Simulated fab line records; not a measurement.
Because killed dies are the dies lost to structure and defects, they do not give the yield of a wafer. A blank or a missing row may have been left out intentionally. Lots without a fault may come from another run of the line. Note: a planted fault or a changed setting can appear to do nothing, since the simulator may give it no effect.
Which tool did it? ; flow gf180mcu ; 72 wafers from 24 lots sampled at 6 of the route's 602 steps

## WHAT THE GAUGES SHOWED, per wafer
GF_M3_THK_MEAS_06: measures by xrf. Usual: M3_ALCU_THK typically reads 455 nm, with standard deviation 6.4.
lot;measured;on;M3_ALCU_THK (nm);flag
L074;day 20 07:28;film metro-04;453 449 447;
L075;day 20 17:25;film metro-04;448 450 447;
L076;day 21 05:19;film metro-04;453 447 451;
L077;day 21 07:15;film metro-04;454 458 457;
L078;day 22 01:01;film metro-04;456 456 451;
L079;day 22 07:26;film metro-04;461 465 461;
L080;day 22 16:57;film metro-04;461 458 459;
L081;day 22 21:25;film metro-04;455 453 455;
L082;day 23 08:50;film metro-02;443 443 443;
L083;day 23 18:11;film metro-04;448 458 452;
L084;day 24 03:34;film metro-01;460 465 464;
L085;day 24 13:07;film metro-01;457 455 458;
L086;day 24 22:00;film metro-04;452 448 451;
L087;day 25 04:02;film metro-02;451 457 458;
L088;day 25 09:31;film metro-04;465 462 454;
L089;day 25 20:47;film metro-01;465 472 467;
L090;day 26 02:42;film metro-02;454 454 455;
L091;day 26 05:58;film metro-02;457 465 460;
L092;day 26 13:38;film metro-02;445 448 451;
L093;day 26 21:26;film metro-01;457 460 463;
L094;day 27 04:44;film metro-01;452 458 457;
L095;day 27 09:28;film metro-02;460 460 451;
L096;day 27 18:44;film metro-04;441 445 446;
L097;day 27 21:43;film metro-02;455 452 457;

GF_M5_CD_MEAS_07: the cd target is 280 nm. Usual: 280.3 nm for cd nm, sd 1.2.
lot;measured;on;cd nm (nm);flag
L074;day 26 05:29;cd sem-01;281.1 280.2 280.7;
L075;day 26 13:53;cd sem-02;277.7 277.8 279.2;
L076;day 26 23:37;cd sem-02;277.7 278.9 277.8;
L077;day 27 01:46;cd sem-01;280.9 281.1 282.1;
L078;day 27 18:13;cd sem-01;280.2 279.5 280.0;
L079;day 27 22:34;cd sem-01;279.5 279.8 279.4;
L080;day 28 06:44;cd sem-01;280.0 279.7 281.3;
L081;day 28 10:04;cd sem-01;282.3 279.9 281.5;
L082;day 28 19:50;cd sem-02;278.1 279.3 279.8;
L083;day 29 03:38;cd sem-02;280.1 279.2 277.7;
L084;day 29 12:14;cd sem-01;280.2 281.3 280.5;
L085;day 29 19:53;cd sem-02;281.5 281.8 281.5;
L086;day 30 03:27;cd sem-01;280.9 279.8 279.4;
L087;day 30 09:30;cd sem-01;281.1 280.1 279.7;
L088;day 30 15:00;cd sem-01;281.9 282.1 282.0;
L089;day 30 23:40;cd sem-01;281.8 281.4 281.7;
L090;day 31 05:17;cd sem-01;280.3 280.2 279.6;
L091;day 31 08:01;cd sem-02;279.0 280.2 279.0;
L092;day 31 15:17;cd sem-02;280.1 280.7 281.3;
L093;day 31 18:38;cd sem-01;279.7 279.5 279.8;
L094;day 32 01:57;cd sem-01;280.8 279.8 278.1;
L095;day 32 06:02;cd sem-01;280.9 281.2 282.0;
L096;day 32 13:40;cd sem-02;279.4 280.2 280.0;
L097;day 32 17:44;cd sem-02;280.3 279.0 278.7;

GF_V5_OVL_MEAS_15. Usual: V5_OVL typically reads -2 nm, with standard deviation 5.2.
lot;measured;on;V5_OVL (nm);flag
L074;day 27 03:08;overlay-02;-8 -9 -4;
L075;day 27 11:41;overlay-01;-12 -9 -8;
L076;day 27 21:44;overlay-01;3 -7 2;
L077;day 27 22:53;overlay-01;-3 0 1;
L078;day 28 14:57;overlay-02;-5 -7 -4;
L079;day 28 19:36;overlay-02;0 2 1;
L080;day 29 03:02;overlay-02;3 -4 -4;
L081;day 29 06:32;overlay-02;0 -5 -2;
L082;day 29 16:31;overlay-02;-13 -6 -11;
L083;day 29 23:42;overlay-02;0 0 3;
L084;day 30 08:26;overlay-01;2 12 2;
L085;day 30 16:17;overlay-01;-4 4 0;
L086;day 30 23:02;overlay-01;2 -3 2;
L087;day 31 04:41;overlay-01;-9 -11 -2;
L088;day 31 09:30;overlay-01;-2 4 0;
L089;day 31 18:14;overlay-02;-2 3 2;
L090;day 32 00:11;overlay-01;-6 2 -5;
L091;day 32 03:30;overlay-02;1 -2 1;
L092;day 32 09:47;overlay-02;-7 -5 -11;
L093;day 32 12:54;overlay-01;9 9 -3;
L094;day 32 20:33;overlay-01;2 -5 -5;
L095;day 32 23:21;overlay-02;-3 3 0;
L096;day 33 06:29;overlay-02;-4 -8 -8;
L097;day 33 11:06;overlay-02;-4 2 0;

GF_V5_RS_MEAS_24: uses a four-point probe to measure. Usual: V5_W_RS typically reads 0.329 ohm/sq, with standard deviation 0.004.
lot;measured;on;V5_W_RS (ohm/sq);flag
L074;day 27 04:05;film metro-02;0.333 0.333 0.330;
L075;day 27 12:39;film metro-02;0.334 0.325 0.338;
L076;day 27 22:42;film metro-04;0.332 0.332 0.339;
L077;day 27 23:50;film metro-04;0.328 0.330 0.326;
L078;day 28 15:54;film metro-04;0.335 0.330 0.330;
L079;day 28 20:35;film metro-04;0.328 0.327 0.328;
L080;day 29 04:00;film metro-03;0.330 0.331 0.330;
L081;day 29 07:34;film metro-04;0.334 0.328 0.333;
L082;day 29 17:48;film metro-04;0.332 0.329 0.327;
L083;day 30 00:46;film metro-04;0.325 0.326 0.324;
L084;day 30 09:23;film metro-03;0.326 0.323 0.335;
L085;day 30 17:14;film metro-04;0.332 0.332 0.334;
L086;day 30 23:59;film metro-02;0.326 0.319 0.324;
L087;day 31 05:42;film metro-02;0.334 0.323 0.335;
L088;day 31 10:51;film metro-04;0.329 0.328 0.329;
L089;day 31 19:10;film metro-02;0.324 0.330 0.324;
L090;day 32 01:08;film metro-04;0.327 0.327 0.327;
L091;day 32 04:28;film metro-04;0.334 0.330 0.328;
L092;day 32 10:43;film metro-03;0.334 0.327 0.334;
L093;day 32 13:50;film metro-04;0.325 0.323 0.322;
L094;day 32 21:32;film metro-04;0.326 0.327 0.327;
L095;day 33 00:18;film metro-04;0.333 0.334 0.327;
L096;day 33 07:30;film metro-04;0.326 0.323 0.328;
L097;day 33 12:08;film metro-04;0.329 0.335 0.329;

## WHICH TOOL RAN EACH LOT (tool, then ch and the chambers of the sampled wafers, then the start)
lot;GF_M3_SPUTTER_04;GF_V3_CVD_23
L074;pvd sputter-02, day 20 07:19;cvd w-02 ch 0,1, day 22 09:27
L075;pvd sputter-02, day 20 17:15;cvd w-02 ch 0,1, day 22 18:05
L076;pvd sputter-02, day 21 05:08;cvd w-02 ch 0,1, day 23 05:32
L077;pvd sputter-03, day 21 07:05;cvd w-02 ch 1, day 23 08:24
L078;pvd sputter-02, day 22 00:50;cvd w-02 ch 0,1, day 24 01:14
L079;pvd sputter-02, day 22 07:16;cvd w-01 ch 0,1, day 24 07:21
L080;pvd sputter-02, day 22 16:47;cvd w-01 ch 0,1, day 24 16:16
L081;pvd sputter-02, day 22 21:15;cvd w-02 ch 0,1, day 24 20:21
L082;pvd sputter-01, day 23 08:40;cvd w-02 ch 0,1, day 25 06:57
L083;pvd sputter-03, day 23 18:01;cvd w-01 ch 0,1, day 25 15:56
L084;pvd sputter-03, day 24 03:24;cvd w-01 ch 0,1, day 26 00:22
L085;pvd sputter-03, day 24 12:56;cvd w-01 ch 0,1, day 26 10:10
L086;pvd sputter-02, day 24 21:50;cvd w-01 ch 0,1, day 26 18:02
L087;pvd sputter-03, day 25 03:53;cvd w-02 ch 0,1, day 27 00:02
L088;pvd sputter-03, day 25 09:21;cvd w-01 ch 0,1, day 27 04:49
L089;pvd sputter-03, day 25 20:37;cvd w-01 ch 0,1, day 27 14:57
L090;pvd sputter-01, day 26 02:32;cvd w-01 ch 1, day 27 20:52
L091;pvd sputter-03, day 26 05:48;cvd w-01 ch 0,1, day 28 00:43
L092;pvd sputter-02, day 26 13:28;cvd w-01 ch 0,1, day 28 06:52
L093;pvd sputter-03, day 26 21:16;cvd w-02 ch 1, day 28 14:56
L094;pvd sputter-02, day 27 04:29;cvd w-02 ch 1, day 28 22:12
L095;pvd sputter-03, day 27 09:17;cvd w-01 ch 0,1, day 29 02:32
L096;pvd sputter-02, day 27 18:34;cvd w-02 ch 0,1, day 29 11:14
L097;pvd sputter-01, day 27 21:32;cvd w-02 ch 0,1, day 29 14:24
- GF_M3_SPUTTER_04: material TiN, target thk 50 nm, time 41.7 s.
- GF_V3_CVD_23: deposits W, target thk 350 nm, time 104.9 s.

## WHAT THE TOOLS THEMSELVES READ (means of the sampled wafers that have a number; where no wafer has one, the mark that the record gives instead)
GF_M3_SPUTTER_04. Usual: cathode dc power W 6500.1 W, standard deviation 1.2; throttle valve pct 29.9 %, standard deviation 0.97.
lot;tool;cathode dc power W (W);throttle valve pct (%);flag
L074;pvd sputter-02;6500.1;30.1;
L075;pvd sputter-02;6499.8;30.1;
L076;pvd sputter-02;6499.5;30.0;
L077;pvd sputter-03;6500.6;29.6;
L078;pvd sputter-02;6500.6;30.2;
L079;pvd sputter-02;6500.5;30.0;
L080;pvd sputter-02;6501.0;30.1;
L081;pvd sputter-02;6500.0;30.0;
L082;pvd sputter-01;6499.7;29.5;
L083;pvd sputter-03;6500.8;30.8;
L084;pvd sputter-03;6500.1;30.2;
L085;pvd sputter-03;6500.0;29.3;
L086;pvd sputter-02;6499.3;30.3;
L087;pvd sputter-03;6499.4;29.9;
L088;pvd sputter-03;6500.2;30.3;
L089;pvd sputter-03;6499.2;29.9;
L090;pvd sputter-01;6499.6;28.9;
L091;pvd sputter-03;6501.7;28.6;
L092;pvd sputter-02;6500.2;30.3;
L093;pvd sputter-03;6500.1;29.4;
L094;pvd sputter-02;6500.8;30.4;
L095;pvd sputter-03;6499.3;29.4;
L096;pvd sputter-02;6500.6;30.0;
L097;pvd sputter-01;6499.0;31.0;

GF_V3_CVD_23. Usual: 878 W for heater power w, sd 110.
lot;tool;heater power w (W);flag
L074;cvd w-02;790;
L075;cvd w-02;797;
L076;cvd w-02;776;
L077;cvd w-02;754;
L078;cvd w-02;795;
L079;cvd w-01;1003;
L080;cvd w-01;980;
L081;cvd w-02;808;
L082;cvd w-02;812;
L083;cvd w-01;993;
L084;cvd w-01;943;
L085;cvd w-01;991;
L086;cvd w-01;948;
L087;cvd w-02;779;
L088;cvd w-01;967;
L089;cvd w-01;984;
L090;cvd w-01;887;
L091;cvd w-01;939;
L092;cvd w-01;979;
L093;cvd w-02;766;
L094;cvd w-02;754;
L095;cvd w-01;934;
L096;cvd w-02;775;
L097;cvd w-02;820;

## THE ANSWER, worked out from the rows above alone
Rule: a lot counts as off when the mean over its wafers that have a number is more than 3 standard deviations away from the usual mean. Also off: a lot with no number at a reading for which 4 or more lots have one. Where the step has rows for the other lots, those lots are counted as sound. Order of review: gauges by route order, followed by the tools' own readings, for which a lot's mean as printed above is used. At the first step where some lot is off, the reading lying furthest off is the one used; lots without a number count as furthest.
None of the lots is off at any reading shown; this tells nothing.

## WHAT THE SIMULATOR PUT IN
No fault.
